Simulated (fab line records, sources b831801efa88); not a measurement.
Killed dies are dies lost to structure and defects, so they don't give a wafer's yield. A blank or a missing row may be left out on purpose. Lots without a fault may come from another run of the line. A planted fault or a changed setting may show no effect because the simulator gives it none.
A struck lot beside a sound one | flow sky130 | 15 steps out of a route of 708
Sound: wafers L179.2, L179.3, L179.5. Struck: wafers L182.1, L182.4, L182.5. The cause comes at the end.
At each step with rows: each side's tool, then ch and its chambers, then its first start. Under that, the readings that differ: sound wafers | struck wafers | difference of the means | sigmas: that difference in standard deviations of wafers without a fault.
alike: readings whose means differ by less than 2 such deviations, and words and numbers that are the same on both sides. not compared: withheld readings, readings that some wafer has no value for, bounds like >300 that may hide the same value, and numbers for which the record gives no deviation and whose values overlap.
The two part at a step that has a row with sigmas, a row that says differs or no value, or rows on one side only. Numbers that don't overlap but have no deviation are shown without sigmas and don't part them. A reading that every wafer of one side lacks parts them only if that side has two wafers or more.

SKY_POLY_GATE_THK_MEAS_21:
  sound on film_metro-01, day 17 10:44; struck on film_metro-03, day 18 15:15
  alike: POLY_GATE_OXIDATION_THK
SKY_POLY_GATE_CD_MEAS_22:
  sound on cd_sem-02, day 17 10:49; struck on cd_sem-01, day 18 15:19
  alike: cd_nm
then, 7 steps without rows for these wafers: SKY_LDD_N_DEHYDRATE_00 (time 60 s); SKY_LDD_N_HMDS_01 (prime time 60 s); SKY_LDD_N_COAT_02 (resist thk 300 nm); SKY_LDD_N_SOFTBAKE_03 (time 60 s); SKY_LDD_N_EXPOSE_04 (exposes mask NTM, target cd 840 nm); SKY_LDD_N_PEB_05; SKY_LDD_N_DEVELOP_06 (develop time 60 s).
SKY_LDD_N_OVL_MEAS_07:
  sound on overlay-02, day 18 17:29; struck on overlay-01, day 19 22:26
  alike: LDD_N_OVL
then, 2 steps without rows for these wafers: SKY_LDD_N_IMPLANT_08; SKY_LDD_N_IMPLANT_09.
SKY_LDD_N_IMPLANT_10:
  sound on implanter-04 ch 0, day 18 17:51; struck on implanter-04 ch 0, day 19 22:46
  reading            | sound                         | struck                        | difference | sigmas
  dose_ions_cm2      | 7.501e+13 7.503e+13 7.506e+13 | 6.932e+13 6.917e+13 6.947e+13 | -5.713e+12 | -74
  faraday_current_uA | 432 407 406                   | 382 390 407                   | -22        | -3
  alike: end_station_pressure_torr
then, 1 step without rows for these wafers: SKY_LDD_N_IMPLANT_11.
-- the record jumps here: 27 days lie between the struck wafers' starts before and after (it left off in module LDD_N and takes up again in module PAD_OPEN, whose first step shown is number 708 of the route) --
SKY_PAD_OPEN_PROBE_99:
  the record has rows for the struck wafers here (prober-02, day 47 05:44) and none for the sound ones

WHERE THEY PART
First at SKY_LDD_N_IMPLANT_10; last, within this record, at SKY_PAD_OPEN_PROBE_99.

WHY: what the simulator had put in
Process parameter drift: implanter-04, from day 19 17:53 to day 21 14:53, at SKY_LDD_N_IMPLANT_10. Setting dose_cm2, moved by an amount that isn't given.
